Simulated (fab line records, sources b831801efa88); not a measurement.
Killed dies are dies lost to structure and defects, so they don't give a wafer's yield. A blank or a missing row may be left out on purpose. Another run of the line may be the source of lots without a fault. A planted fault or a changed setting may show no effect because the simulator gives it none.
Which of the tools did it? -- flow gf180mcu -- 24 lots with 72 wafers sampled at 2 steps, on a route of 602 steps

## WHAT THE GAUGES SHOWED, per wafer
GF_V1_CD_MEAS_14 targets a cd of 260 nm.
lot,measured,on,cd-nm (nm)
L074,day 18 07:17,cd-sem-01,259.9 259.6 259.8
L075,day 18 14:17,cd-sem-02,260.4 260.1 259.7
L076,day 19 02:16,cd-sem-01,259.0 260.3 261.5
L077,day 19 10:08,cd-sem-01,260.3 260.8 262.2
L078,day 19 22:11,cd-sem-01,260.0 259.8 259.2
L079,day 20 06:44,cd-sem-02,259.8 260.2 259.9
L080,day 20 12:44,cd-sem-02,260.0 260.2 260.2
L081,day 21 05:05,cd-sem-02,258.5 259.2 258.9
L082,day 21 13:43,cd-sem-01,260.2 261.8 261.8
L083,day 22 00:56,cd-sem-01,259.4 260.6 259.1
L084,day 22 05:52,cd-sem-01,260.0 261.9 260.3
L085,day 22 15:55,cd-sem-02,261.5 261.3 259.6
L086,day 22 20:52,cd-sem-02,260.0 260.1 259.8
L087,day 23 06:08,cd-sem-02,259.9 260.3 260.4
L088,day 23 09:50,cd-sem-01,259.2 259.6 259.1
L089,day 23 23:47,cd-sem-01,257.9 258.0 257.0
L090,day 24 08:41,cd-sem-02,257.3 257.9 258.6
L091,day 24 15:55,cd-sem-01,260.8 260.2 261.0
L092,day 24 19:13,cd-sem-01,259.6 259.7 260.3
L093,day 25 07:04,cd-sem-01,258.8 259.6 258.4
L094,day 25 10:38,cd-sem-02,262.1 262.6 262.7
L095,day 25 20:12,cd-sem-01,259.3 259.4 258.1
L096,day 26 01:35,cd-sem-02,258.2 257.7 259.3
L097,day 26 09:46,cd-sem-02,260.6 260.4 260.8

GF_M2_RS_MEAS_05: a four-point-probe measurement.
lot,measured,on,M2_ALCU_RS (ohm/sq)
L074,day 18 09:01,film-metro-01,0.0707 0.0700 0.0698
L075,day 18 16:01,film-metro-02,0.0703 0.0709 0.0715
L076,day 19 04:02,film-metro-03,0.0692 0.0689 0.0693
L077,day 19 11:55,film-metro-02,0.0685 0.0695 0.0692
L078,day 19 23:59,film-metro-02,0.0690 0.0698 0.0693
L079,day 20 08:28,film-metro-02,0.0699 0.0707 0.0700
L080,day 20 14:53,film-metro-02,0.0694 0.0700 0.0694
L081,day 21 07:21,film-metro-03,0.0695 0.0694 0.0689
L082,day 21 15:38,film-metro-03,0.0687 0.0689 0.0685
L083,day 22 02:40,film-metro-01,0.0708 0.0701 0.0703
L084,day 22 07:37,film-metro-01,0.0696 0.0691 0.0701
L085,day 22 18:00,film-metro-02,0.0706 0.0703 0.0711
L086,day 22 22:41,film-metro-01,0.0695 0.0698 0.0699
L087,day 23 07:53,film-metro-02,0.0708 0.0701 0.0708
L088,day 23 11:40,film-metro-01,0.0706 0.0699 0.0696
L089,day 24 01:34,film-metro-01,0.0703 0.0700 0.0706
L090,day 24 10:25,film-metro-03,0.0703 0.0708 0.0704
L091,day 24 17:39,film-metro-03,0.0705 0.0699 0.0696
L092,day 24 20:58,film-metro-02,0.0704 0.0696 0.0697
L093,day 25 08:49,film-metro-02,0.0694 0.0701 0.0703
L094,day 25 12:23,film-metro-03,0.0697 0.0692 0.0692
L095,day 25 21:56,film-metro-01,0.0696 0.0687 0.0688
L096,day 26 03:22,film-metro-01,0.0693 0.0693 0.0696
L097,day 26 11:34,film-metro-02,0.0689 0.0690 0.0691

## TOOL THAT RAN EACH LOT (tool first, then ch and the chambers of the sampled wafers, then the start)
There is no process step in the record ahead of these readings.

## AS READ BY THE TOOLS THEMSELVES (means over the sampled wafers that have a number; for cases with no such wafer, the mark the record gives instead)
The record holds no such reading with a usual standard deviation.

## THE ANSWER, worked out from the rows above alone
Rule: the lots themselves supply what counts as usual. The widest of any qualifying gaps counts: lots, ordered by their means at a reading, are off when they make up no more than a third of the lots, leave a main group of 4 or more, and stand apart from it by 3 or more times the standard deviation of that group's means. The tables above print the reading to a certain number of digits; a main group whose means all agree to those digits is not used. A lot without any number at a reading at which 4 lots or more have one is off too. The other lots that the step has rows for count as sound. The gauges are gone through in route order, then the tools' own readings, and for those a lot's mean is taken as printed above. The first step at which some lot is off is used, and at that step the reading that is off furthest; a lot without a number counts as furthest.
Nothing can be told from this: no lot is off at any reading shown.

## WHAT THE SIMULATOR HAD PUT IN
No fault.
